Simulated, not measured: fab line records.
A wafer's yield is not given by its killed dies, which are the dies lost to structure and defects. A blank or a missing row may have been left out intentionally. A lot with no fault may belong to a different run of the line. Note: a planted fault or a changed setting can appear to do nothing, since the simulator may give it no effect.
Chamber matching :: flow sky130 :: 3 sister chambers for SKY_LI_CONTACT_HDPCVD_00 on hdpcvd-02
The step deposits PSG, target thk 930 nm, time 155 s. 3 wafers are shown with their chamber, then 7 later ones without.

== WAFERS, EACH WITH ITS CHAMBER ==
wafer: L978.1
chamber: 0
run_length_s (s): 182.1

wafer: L980.1
chamber: 2
run_length_s (s): 183.2

wafer: L980.3
chamber: 1
run_length_s (s): 181.9

== WAFERS WHOSE CHAMBER IS MISSING ==
wafer: L980.4
run_length_s (s): 183.6

wafer: L983.2
run_length_s (s): 182.5

wafer: L983.3
run_length_s (s): 183.3

wafer: L983.4
run_length_s (s): 182.7

wafer: L987.3
run_length_s (s): 182.6

wafer: L987.5
run_length_s (s): 182.4

wafer: L986.3
run_length_s (s): 182.3

== WHICH CHAMBER EACH WENT THROUGH ==
wafer: L980.4
from the rows above: 2
in truth: 2

wafer: L983.2
from the rows above: can't be placed: 0 or 1 or 2
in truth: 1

wafer: L983.3
from the rows above: 2
in truth: 2

wafer: L983.4
from the rows above: can't be placed: 2 or 0 or 1
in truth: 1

wafer: L987.3
from the rows above: can't be placed: 0 or 2 or 1
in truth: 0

wafer: L987.5
from the rows above: can't be placed: 0 or 1 or 2
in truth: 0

wafer: L986.3
from the rows above: can't be placed: 0 or 1 or 2
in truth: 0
Correct placement for 2 of the 7. These rows do not allow placing 5 (true chamber among the candidates in 5). Wrongly placed: 0.
How it was worked out, from the rows above alone: a wafer's distance from a chamber is the root of the sum, over the readings, of the square of ((its reading less the chamber's mean) divided by the reading's scatter). If the next closest chamber is less than 2 further off than the closest, the wafer can't be placed; otherwise it belongs to the closest. The mean given for a chamber averages the wafers shown for that chamber. The scatter (one wafer shown for each chamber): square how far every hidden wafer sits from the nearest shown wafer, average those squares and take the square root.
